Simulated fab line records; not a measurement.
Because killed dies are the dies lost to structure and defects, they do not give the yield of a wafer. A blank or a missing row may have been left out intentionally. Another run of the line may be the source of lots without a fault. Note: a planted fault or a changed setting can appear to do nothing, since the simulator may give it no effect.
fab line records	flow sky130	part 1 of 2: steps 1 to 24 of 34
record: lots: 5	wafers: 15	lastDay: 50
route steps=708 shown LDD_P@265 LDD_HVN@267 LDD_HVP@278 LDD_LDN@289
lots that met no fault: from a run of the same line without faults
startH: start of the lot's first displayed wafer, in hours after the record's first day	waitH: hours since the lot's step before	" same as the row above	L1.1+2: one row covering several wafers at once	- no value present, or no start provided	* or withheld: withheld	< > ~ a bound
route shown NAME@n: NAME is a module with steps in the file, n the number in the route of the first one	usual: mean/standard deviation of fault-free wafers	same: alike in all rows	chamber/n: place in a boat	sites: each site's reading	_std_site: their standard deviation	_edge_site: inner sites' mean taken away from outer sites' mean	radiusMm: for every site, how far away it sits from the centre of the wafer	mask NAME#n: copy n	behind: the most recent tool/chamber to have shaped the wafer	hold: cause of the lot's hold/its duration in hours/its outcome	device: which transistor (n, p or np) failed to switch	end of line: tests run on the same wafers once the route is complete	step lacking rows: just its recipe	killed: at the first sort, the dies lost to defects and structure; wafer yield is something else	map: a wafer's dies, marking killed ones x, the rest . and places with no die _
set.NAME: the setting that was run; set.NAME@STEP: the one run at that earlier step	model.NAME: the simulator's own value behind a step, which no gauge read
lots seen at some steps along the route; tables by step, rows by wafer
services: a tool's chamber out of use, with start hour (startH, from the record's first day; less than 0 if before it), hours out, and reason
== steps ==
step: SKY_LDD_P_STRIP_10
recipe: chemistry: O2/N2	powerW: 1400	pressureMtorr: 1500	platenTempC: withheld	o2FlowSccm: 3000	n2FlowSccm: 300	overashFraction: 0.5
usual: drypumpMotorCurrentA: 6.2/0.46	oesProductAu: 0.716/0.0042	stripTimeToEndpointS: 14.17/0.043
same: overashFraction: 0.5
lot.wafer	tool	chamber	startH	waitH	drypumpMotorCurrentA	oesProductAu	rfHoursCounterH	stripTimeToEndpointS
L074.2	plasmaAsher-03	1	430.44	0.1	6.4	0.711	0	14.23
L074.3	"	0	"	"	5.9	0.719	-	14.18
L074.6	"	0	"	"	6.0	0.715	-	14.22
L081.2	plasmaAsher-01	1	503.16	0.1	6.6	0.719	67	14.12
L081.3	"	0	"	"	5.4	0.709	-	14.12
L081.4	"	1	"	"	6.6	0.720	-	14.18
L088.4	plasmaAsher-01	0	561.87	0.1	5.4	0.722	-	14.17
L088.5	"	0	"	"	5.4	0.727	-	14.22
L088.6	"	1	"	"	6.5	0.722	-	14.16
L094.1	plasmaAsher-02	1	611.89	0.1	6.5	0.710	94	14.09
L094.2	"	0	"	"	6.6	0.709	94	14.13
L094.3	"	0	"	"	6.6	0.713	-	14.13
L096.1	plasmaAsher-02	1	620.04	0.1	6.4	0.715	95	14.19
L096.4	"	1	"	"	6.4	0.716	-	14.15
L096.5	"	0	"	"	6.7	0.719	-	14.12
step: SKY_LDD_P_TW_MEAS_11
usual: LDD_P_TW: 632/3.5
lot.wafer	tool	chamber	startH	waitH	LDD_P_TW
L074.2	filmMetro-04	-	430.55	0.1	632
L074.3	"	-	"	"	630
L074.6	"	-	"	"	632
L081.2	filmMetro-02	-	503.27	0.1	634
L081.3	"	-	"	"	635
L081.4	"	-	"	"	629
L088.4	filmMetro-03	-	561.97	0.1	632
L088.5	"	-	"	"	634
L088.6	"	-	"	"	631
L094.1	filmMetro-02	-	611.99	0.1	630
L094.2	"	-	"	"	633
L094.3	"	-	"	"	632
L096.1	filmMetro-03	-	620.14	0.1	633
L096.4	"	-	"	"	630
L096.5	"	-	"	"	630
step: SKY_LDD_HVN_DEHYDRATE_00
recipe: tempC: 200	timeS: 60
usual: chillPlateTempC: 23.00/0.11
lot.wafer	tool	chamber	startH	waitH	chillPlateTempC
L074.2	lithoTrack-03	0	445.59	15.0	22.91
L074.3	"	0	"	"	22.96
L074.6	"	0	"	"	23.08
L081.2	lithoTrack-03	0	517.94	14.7	23.08
L081.3	"	0	"	"	22.99
L081.4	"	0	"	"	22.92
L088.4	lithoTrack-03	0	576.04	14.1	22.99
L088.5	"	0	"	"	23.16
L088.6	"	0	"	"	23.02
L094.1	lithoTrack-04	0	626.08	14.1	22.87
L094.2	"	0	"	"	22.77
L094.3	"	0	"	"	22.88
L096.1	lithoTrack-03	0	633.82	13.7	23.13
L096.4	"	0	"	"	23.12
L096.5	"	0	"	"	23.08
step: SKY_LDD_HVN_HMDS_01
recipe: primeTimeS: 60	primeTempC: 120
usual: chillPlateTempC: 23.00/0.096
lot.wafer	tool	chamber	startH	waitH	chillPlateTempC
L074.2	lithoTrack-03	0	445.74	0.1	23.16
L074.3	"	0	"	"	23.11
L074.6	"	0	"	"	23.11
L081.2	lithoTrack-03	0	518.09	0.1	22.98
L081.3	"	0	"	"	22.91
L081.4	"	0	"	"	23.09
L088.4	lithoTrack-03	0	576.19	0.1	22.82
L088.5	"	0	"	"	22.97
L088.6	"	0	"	"	22.92
L094.1	lithoTrack-04	0	626.23	0.1	22.91
L094.2	"	0	"	"	22.87
L094.3	"	0	"	"	22.97
L096.1	lithoTrack-03	0	633.97	0.1	22.96
L096.4	"	0	"	"	23.03
L096.5	"	0	"	"	22.98
step: SKY_LDD_HVN_COAT_02
recipe: resist: NOVOLAK	spinRpm: 3000	resistThkNm: 300
usual: chillPlateTempC: 22.98/0.11
lot.wafer	tool	chamber	startH	waitH	chillPlateTempC
L074.2	lithoTrack-03	0	445.89	0.1	22.82
L074.3	"	0	"	"	22.90
L074.6	"	0	"	"	22.87
L081.2	lithoTrack-03	0	518.24	0.1	22.87
L081.3	"	0	"	"	22.75
L081.4	"	0	"	"	22.95
L088.4	lithoTrack-03	0	576.34	0.1	23.21
L088.5	"	0	"	"	23.06
L088.6	"	0	"	"	23.06
L094.1	lithoTrack-04	0	626.38	0.1	23.05
L094.2	"	0	"	"	23.02
L094.3	"	0	"	"	22.91
L096.1	lithoTrack-03	0	634.12	0.1	22.78
L096.4	"	0	"	"	22.97
L096.5	"	0	"	"	22.88
step: SKY_LDD_HVN_SOFTBAKE_03
recipe: tempC: 90	timeS: 60	resist: NOVOLAK
usual: chillPlateTempC: 23.02/0.12
lot.wafer	tool	chamber	startH	waitH	chillPlateTempC
L074.2	lithoTrack-03	0	446.04	0.1	22.98
L074.3	"	0	"	"	23.18
L074.6	"	0	"	"	22.90
L081.2	lithoTrack-03	0	518.39	0.1	22.96
L081.3	"	0	"	"	23.10
L081.4	"	0	"	"	22.98
L088.4	lithoTrack-03	0	576.49	0.1	22.93
L088.5	"	0	"	"	23.05
L088.6	"	0	"	"	23.22
L094.1	lithoTrack-04	0	626.53	0.1	23.30
L094.2	"	0	"	"	23.07
L094.3	"	0	"	"	23.07
L096.1	lithoTrack-03	0	634.27	0.1	22.85
L096.4	"	0	"	"	22.95
L096.5	"	0	"	"	23.13
step: SKY_LDD_HVN_EXPOSE_04
recipe: maskId: HVNTM	na: 0.6	sourceShape: conventional	sigmaOuter: 0.6	polarization: unpolarized	targetCdNm: 700	doseMj: 127
usual: stageVelMmS: 500.05/0.26
same: sigmaOuter: 0.6
lot.wafer	tool	chamber	startH	waitH	mask	stageVelMmS
L074.2	ilineStepper-01	0	-	-	HVNTM#0	500.27
L074.3	"	0	"	"	HVNTM#0	499.70
L074.6	"	0	"	"	HVNTM#0	500.27
L081.2	ilineStepper-01	0	-	-	HVNTM#0	499.88
L081.3	"	0	"	"	HVNTM#0	500.45
L081.4	"	0	"	"	HVNTM#0	500.05
L088.4	ilineStepper-01	0	-	-	HVNTM#0	499.72
L088.5	"	0	"	"	HVNTM#0	500.13
L088.6	"	0	"	"	HVNTM#0	499.67
L094.1	ilineStepper-02	0	-	-	HVNTM#0	499.91
L094.2	"	0	"	"	HVNTM#0	499.85
L094.3	"	0	"	"	HVNTM#0	500.13
L096.1	ilineStepper-01	0	-	-	HVNTM#0	500.81
L096.4	"	0	"	"	HVNTM#0	500.46
L096.5	"	0	"	"	HVNTM#0	500.37
step: SKY_LDD_HVN_PEB_05
recipe: tempC: withheld	timeS: *	resist: NOVOLAK
usual: chillPlateTempC: *
lot.wafer	tool	chamber	startH	waitH	chillPlateTempC
L074.2	lithoTrack-01	0	-	-	*
L074.3	"	0	"	"	*
L074.6	"	0	"	"	*
L081.2	lithoTrack-01	0	-	-	*
L081.3	"	0	"	"	*
L081.4	"	0	"	"	*
L088.4	lithoTrack-04	0	-	-	*
L088.5	"	0	"	"	*
L088.6	"	0	"	"	*
L094.1	lithoTrack-03	0	-	-	*
L094.2	"	0	"	"	*
L094.3	"	0	"	"	*
L096.1	lithoTrack-04	0	-	-	*
L096.4	"	0	"	"	*
L096.5	"	0	"	"	*
step: SKY_LDD_HVN_DEVELOP_06
recipe: resist: NOVOLAK	developer: TMAH	developTimeS: 60	devTempC: 23
usual: chillPlateTempC: 23.00/0.094
lot.wafer	tool	chamber	startH	waitH	chillPlateTempC
L074.2	lithoTrack-01	0	461.18	0.1	23.00
L074.3	"	0	"	"	23.07
L074.6	"	0	"	"	23.00
L081.2	lithoTrack-01	0	533.33	0.1	23.04
L081.3	"	0	"	"	22.97
L081.4	"	0	"	"	23.11
L088.4	lithoTrack-04	0	591.11	0.1	23.07
L088.5	"	0	"	"	22.98
L088.6	"	0	"	"	23.21
L094.1	lithoTrack-03	0	641.07	0.1	23.01
L094.2	"	0	"	"	22.93
L094.3	"	0	"	"	22.94
L096.1	lithoTrack-04	0	648.63	0.1	22.87
L096.4	"	0	"	"	22.86
L096.5	"	0	"	"	22.97
step: SKY_LDD_HVN_OVL_MEAS_07
usual: LDD_HVN_OVL: 0.2/1.6
lot.wafer	tool	chamber	startH	waitH	LDD_HVN_OVL[nm]
L074.2	overlay-01	-	461.32	0.1	-0.6
L074.3	"	-	"	"	-3.1
L074.6	"	-	"	"	-0.1
L081.2	overlay-01	-	533.47	0.1	-1.2
L081.3	"	-	"	"	1.0
L081.4	"	-	"	"	-0.9
L088.4	overlay-01	-	591.20	0.1	-0.4
L088.5	"	-	"	"	0.9
L088.6	"	-	"	"	1.9
L094.1	overlay-01	-	641.22	0.1	-0.7
L094.2	"	-	"	"	-2.2
L094.3	"	-	"	"	-2.0
L096.1	overlay-01	-	648.78	0.1	1.1
L096.4	"	-	"	"	0.9
L096.5	"	-	"	"	-0.3
step: SKY_LDD_HVN_IMPLANT_08
recipe: species: P	energyKev: 60	doseCm2: 3e+13	tiltDeg: 40
usual: beamEnergyKeV: 60.002/0.019
lot.wafer	tool	chamber	startH	waitH	beamEnergyKeV
L074.2	implanter-01	0	461.37	0.0	60.001
L074.3	"	0	"	"	60.003
L074.6	"	0	"	"	60.002
L081.2	implanter-02	0	533.52	0.0	60.014
L081.3	"	0	"	"	60.012
L081.4	"	0	"	"	60.050
L088.4	implanter-02	0	591.30	0.1	59.989
L088.5	"	0	"	"	60.016
L088.6	"	0	"	"	60.001
L094.1	implanter-01	0	641.25	0.0	59.980
L094.2	"	0	"	"	59.926
L094.3	"	0	"	"	59.975
L096.1	implanter-01	0	648.82	0.0	60.012
L096.4	"	0	"	"	59.994
L096.5	"	0	"	"	59.980
step: SKY_LDD_HVN_STRIP_09
recipe: chemistry: O2/N2	powerW: 1400	pressureMtorr: 1500	platenTempC: withheld	o2FlowSccm: 3000	n2FlowSccm: 300	overashFraction: 0.5
usual: drypumpMotorCurrentA: 6.0/0.42	oesProductAu: 0.408/0.0046	stripTimeToEndpointS: 4.134/0.016
same: overashFraction: 0.5
lot.wafer	tool	chamber	startH	waitH	drypumpMotorCurrentA	oesProductAu	rfHoursCounterH	stripTimeToEndpointS
L074.2	plasmaAsher-04	0	461.50	0.1	5.6	0.405	36	4.122
L074.3	"	1	"	"	6.0	0.410	-	4.159
L074.6	"	1	"	"	6.0	0.398	-	4.144
L081.2	plasmaAsher-04	1	533.65	0.1	6.0	0.404	43	4.115
L081.3	"	1	"	"	6.0	0.413	-	4.100
L081.4	"	0	"	"	5.6	0.406	-	4.120
L088.4	plasmaAsher-01	0	591.40	0.1	5.4	0.404	-	4.125
L088.5	"	0	"	"	5.4	0.404	-	4.105
L088.6	"	1	"	"	6.6	0.403	-	4.126
L094.1	plasmaAsher-04	1	641.40	0.1	5.9	0.413	51	4.118
L094.2	"	0	"	"	5.6	0.406	51	4.135
L094.3	"	1	"	"	6.0	0.403	-	4.135
L096.1	plasmaAsher-01	1	648.97	0.1	6.6	0.408	83	4.151
L096.4	"	0	"	"	5.4	0.411	-	4.161
L096.5	"	0	"	"	5.4	0.407	-	4.143
step: SKY_LDD_HVN_TW_MEAS_10
usual: LDD_HVN_TW: 1436/8.3
lot.wafer	tool	chamber	startH	waitH	LDD_HVN_TW
L074.2	filmMetro-01	-	461.61	0.1	1450
L074.3	"	-	"	"	1444
L074.6	"	-	"	"	1442
L081.2	filmMetro-01	-	533.76	0.1	1440
L081.3	"	-	"	"	1449
L081.4	"	-	"	"	1439
L088.4	filmMetro-01	-	591.50	0.1	1429
L088.5	"	-	"	"	1435
L088.6	"	-	"	"	1429
L094.1	filmMetro-01	-	641.50	0.1	1436
L094.2	"	-	"	"	1429
L094.3	"	-	"	"	1433
L096.1	filmMetro-02	-	649.07	0.1	1430
L096.4	"	-	"	"	1428
L096.5	"	-	"	"	1439
step: SKY_LDD_HVP_DEHYDRATE_00
recipe: tempC: 200	timeS: 60
usual: chillPlateTempC: 23.00/0.09
lot.wafer	tool	chamber	startH	waitH	chillPlateTempC
L074.2	lithoTrack-02	0	476.53	14.9	23.07
L074.3	"	0	"	"	23.19
L074.6	"	0	"	"	23.03
L081.2	lithoTrack-03	0	548.29	14.5	22.92
L081.3	"	0	"	"	23.06
L081.4	"	0	"	"	22.96
L088.4	lithoTrack-02	0	605.38	13.9	23.01
L088.5	"	0	"	"	23.07
L088.6	"	0	"	"	22.94
L094.1	lithoTrack-01	0	655.26	13.7	23.17
L094.2	"	0	"	"	22.97
L094.3	"	0	"	"	22.99
L096.1	lithoTrack-02	0	662.56	13.5	23.09
L096.4	"	0	"	"	23.07
L096.5	"	0	"	"	23.06
step: SKY_LDD_HVP_HMDS_01
recipe: primeTimeS: 60	primeTempC: 120
usual: chillPlateTempC: 23.02/0.12
lot.wafer	tool	chamber	startH	waitH	chillPlateTempC
L074.2	lithoTrack-02	0	476.68	0.1	23.11
L074.3	"	0	"	"	22.95
L074.6	"	0	"	"	23.23
L081.2	lithoTrack-03	0	548.44	0.1	22.70
L081.3	"	0	"	"	22.71
L081.4	"	0	"	"	22.78
L088.4	lithoTrack-02	0	605.53	0.1	23.11
L088.5	"	0	"	"	23.07
L088.6	"	0	"	"	23.03
L094.1	lithoTrack-01	0	655.41	0.1	23.09
L094.2	"	0	"	"	22.96
L094.3	"	0	"	"	23.18
L096.1	lithoTrack-02	0	662.71	0.1	22.86
L096.4	"	0	"	"	22.87
L096.5	"	0	"	"	22.82
step: SKY_LDD_HVP_COAT_02
recipe: resist: NOVOLAK	spinRpm: 3000	resistThkNm: 300
usual: chillPlateTempC: 23.00/0.1
lot.wafer	tool	chamber	startH	waitH	chillPlateTempC
L074.2	lithoTrack-02	0	476.83	0.1	23.04
L074.3	"	0	"	"	23.09
L074.6	"	0	"	"	23.00
L081.2	lithoTrack-03	0	548.59	0.1	23.10
L081.3	"	0	"	"	23.04
L081.4	"	0	"	"	23.01
L088.4	lithoTrack-02	0	605.68	0.1	22.93
L088.5	"	0	"	"	23.02
L088.6	"	0	"	"	23.16
L094.1	lithoTrack-01	0	655.56	0.1	23.19
L094.2	"	0	"	"	23.12
L094.3	"	0	"	"	23.17
L096.1	lithoTrack-02	0	662.86	0.1	22.96
L096.4	"	0	"	"	22.97
L096.5	"	0	"	"	22.97
step: SKY_LDD_HVP_SOFTBAKE_03
recipe: tempC: 90	timeS: 60	resist: NOVOLAK
usual: chillPlateTempC: 23.02/0.097
lot.wafer	tool	chamber	startH	waitH	chillPlateTempC
L074.2	lithoTrack-02	0	476.98	0.1	23.06
L074.3	"	0	"	"	23.15
L074.6	"	0	"	"	23.04
L081.2	lithoTrack-03	0	548.74	0.1	23.08
L081.3	"	0	"	"	23.15
L081.4	"	0	"	"	23.19
L088.4	lithoTrack-02	0	605.83	0.1	22.90
L088.5	"	0	"	"	22.90
L088.6	"	0	"	"	23.16
L094.1	lithoTrack-01	0	655.71	0.1	22.89
L094.2	"	0	"	"	23.02
L094.3	"	0	"	"	23.09
L096.1	lithoTrack-02	0	663.01	0.1	23.12
L096.4	"	0	"	"	23.04
L096.5	"	0	"	"	22.98
step: SKY_LDD_HVP_EXPOSE_04
recipe: maskId: HVPTM	na: 0.6	sourceShape: conventional	sigmaOuter: 0.6	polarization: unpolarized	targetCdNm: 700	doseMj: 86
usual: stageVelMmS: 499.97/0.25
same: sigmaOuter: 0.6
lot.wafer	tool	chamber	startH	waitH	mask	stageVelMmS
L074.2	ilineStepper-01	0	-	-	HVPTM#0	500.11
L074.3	"	0	"	"	HVPTM#0	499.71
L074.6	"	0	"	"	HVPTM#0	499.65
L081.2	ilineStepper-01	0	-	-	HVPTM#0	499.72
L081.3	"	0	"	"	HVPTM#0	499.74
L081.4	"	0	"	"	HVPTM#0	499.87
L088.4	ilineStepper-02	0	-	-	HVPTM#0	500.20
L088.5	"	0	"	"	HVPTM#0	500.13
L088.6	"	0	"	"	HVPTM#0	500.25
L094.1	ilineStepper-02	0	-	-	HVPTM#0	500.06
L094.2	"	0	"	"	HVPTM#0	500.47
L094.3	"	0	"	"	HVPTM#0	500.27
L096.1	ilineStepper-02	0	-	-	HVPTM#0	500.31
L096.4	"	0	"	"	HVPTM#0	500.33
L096.5	"	0	"	"	HVPTM#0	500.46
step: SKY_LDD_HVP_PEB_05
recipe: tempC: withheld	timeS: *	resist: NOVOLAK
usual: chillPlateTempC: *
lot.wafer	tool	chamber	startH	waitH	chillPlateTempC
L074.2	lithoTrack-01	0	-	-	*
L074.3	"	0	"	"	*
L074.6	"	0	"	"	*
L081.2	lithoTrack-01	0	-	-	*
L081.3	"	0	"	"	*
L081.4	"	0	"	"	*
L088.4	lithoTrack-03	0	-	-	*
L088.5	"	0	"	"	*
L088.6	"	0	"	"	*
L094.1	lithoTrack-02	0	-	-	*
L094.2	"	0	"	"	*
L094.3	"	0	"	"	*
L096.1	lithoTrack-03	0	-	-	*
L096.4	"	0	"	"	*
L096.5	"	0	"	"	*
step: SKY_LDD_HVP_DEVELOP_06
recipe: resist: NOVOLAK	developer: TMAH	developTimeS: 60	devTempC: 23
usual: chillPlateTempC: 23.02/0.11
lot.wafer	tool	chamber	startH	waitH	chillPlateTempC
L074.2	lithoTrack-01	0	491.68	0.1	22.99
L074.3	"	0	"	"	23.10
L074.6	"	0	"	"	23.05
L081.2	lithoTrack-01	0	563.33	0.1	23.07
L081.3	"	0	"	"	23.01
L081.4	"	0	"	"	23.08
L088.4	lithoTrack-03	0	620.59	0.1	22.87
L088.5	"	0	"	"	22.99
L088.6	"	0	"	"	23.07
L094.1	lithoTrack-02	0	669.81	0.1	22.98
L094.2	"	0	"	"	23.02
L094.3	"	0	"	"	23.08
L096.1	lithoTrack-03	0	677.02	0.1	23.14
L096.4	"	0	"	"	23.14
L096.5	"	0	"	"	23.21
step: SKY_LDD_HVP_OVL_MEAS_07
usual: LDD_HVP_OVL: -0.4/1.3
lot.wafer	tool	chamber	startH	waitH	LDD_HVP_OVL[nm]
L074.2	overlay-02	-	491.82	0.1	-0.8
L074.3	"	-	"	"	0.7
L074.6	"	-	"	"	0.2
L081.2	overlay-01	-	563.47	0.1	1.0
L081.3	"	-	"	"	-1.9
L081.4	"	-	"	"	-1.3
L088.4	overlay-02	-	620.69	0.1	0.8
L088.5	"	-	"	"	1.9
L088.6	"	-	"	"	1.6
L094.1	overlay-02	-	669.96	0.1	-1.3
L094.2	"	-	"	"	0.3
L094.3	"	-	"	"	-0.4
L096.1	overlay-01	-	677.17	0.1	-1.2
L096.4	"	-	"	"	-1.6
L096.5	"	-	"	"	-0.2
step: SKY_LDD_HVP_IMPLANT_08
recipe: species: B	energyKev: 20	doseCm2: 1.7e+13	tiltDeg: 17.9
usual: beamEnergyKeV: 20.000/0.0065
lot.wafer	tool	chamber	startH	waitH	beamEnergyKeV
L074.2	implanter-03	0	491.87	0.0	20.003
L074.3	"	0	"	"	20.003
L074.6	"	0	"	"	20.011
L081.2	implanter-03	0	563.52	0.0	19.997
L081.3	"	0	"	"	20.005
L081.4	"	0	"	"	20.004
L088.4	implanter-04	0	620.78	0.1	20.005
L088.5	"	0	"	"	20.010
L088.6	"	0	"	"	19.994
L094.1	implanter-03	0	669.99	0.0	20.007
L094.2	"	0	"	"	19.996
L094.3	"	0	"	"	19.995
L096.1	implanter-03	0	677.20	0.0	20.001
L096.4	"	0	"	"	20.006
L096.5	"	0	"	"	19.999
step: SKY_LDD_HVP_STRIP_09
recipe: chemistry: O2/N2	powerW: 1400	pressureMtorr: 1500	platenTempC: withheld	o2FlowSccm: 3000	n2FlowSccm: 300	overashFraction: 0.5
usual: drypumpMotorCurrentA: 6.2/0.35	oesProductAu: 0.409/0.0043	stripTimeToEndpointS: 4.145/0.016
same: overashFraction: 0.5
lot.wafer	tool	chamber	startH	waitH	drypumpMotorCurrentA	oesProductAu	rfHoursCounterH	stripTimeToEndpointS
L074.2	plasmaAsher-03	0	492.00	0.1	6.0	0.413	6	4.159
L074.3	"	0	"	"	5.9	0.407	-	4.157
L074.6	"	1	"	"	6.4	0.403	-	4.173
L081.2	plasmaAsher-02	0	563.65	0.1	6.6	0.409	88	4.129
L081.3	"	1	"	"	6.4	0.406	-	4.154
L081.4	"	0	"	"	6.6	0.409	-	4.140
L088.4	plasmaAsher-02	1	620.89	0.1	6.4	0.413	-	4.141
L088.5	"	0	"	"	6.6	0.408	-	4.150
L088.6	"	1	"	"	6.5	0.409	-	4.133
L094.1	plasmaAsher-03	1	670.14	0.1	6.4	0.413	24	4.150
L094.2	"	0	"	"	5.9	0.405	24	4.130
L094.3	"	1	"	"	6.4	0.406	-	4.142
L096.1	plasmaAsher-02	1	677.35	0.1	6.5	0.407	101	4.117
L096.4	"	0	"	"	6.7	0.406	-	4.132
L096.5	"	1	"	"	6.4	0.410	-	4.140
step: SKY_LDD_HVP_TW_MEAS_10
usual: LDD_HVP_TW: 455/3.1
lot.wafer	tool	chamber	startH	waitH	LDD_HVP_TW
L074.2	filmMetro-04	-	492.11	0.1	451
L074.3	"	-	"	"	452
L074.6	"	-	"	"	452
L081.2	filmMetro-02	-	563.76	0.1	455
L081.3	"	-	"	"	456
L081.4	"	-	"	"	452
L088.4	filmMetro-01	-	620.98	0.1	457
L088.5	"	-	"	"	455
L088.6	"	-	"	"	459
L094.1	filmMetro-04	-	670.24	0.1	454
L094.2	"	-	"	"	455
L094.3	"	-	"	"	453
L096.1	filmMetro-02	-	677.45	0.1	458
L096.4	"	-	"	"	456
L096.5	"	-	"	"	456
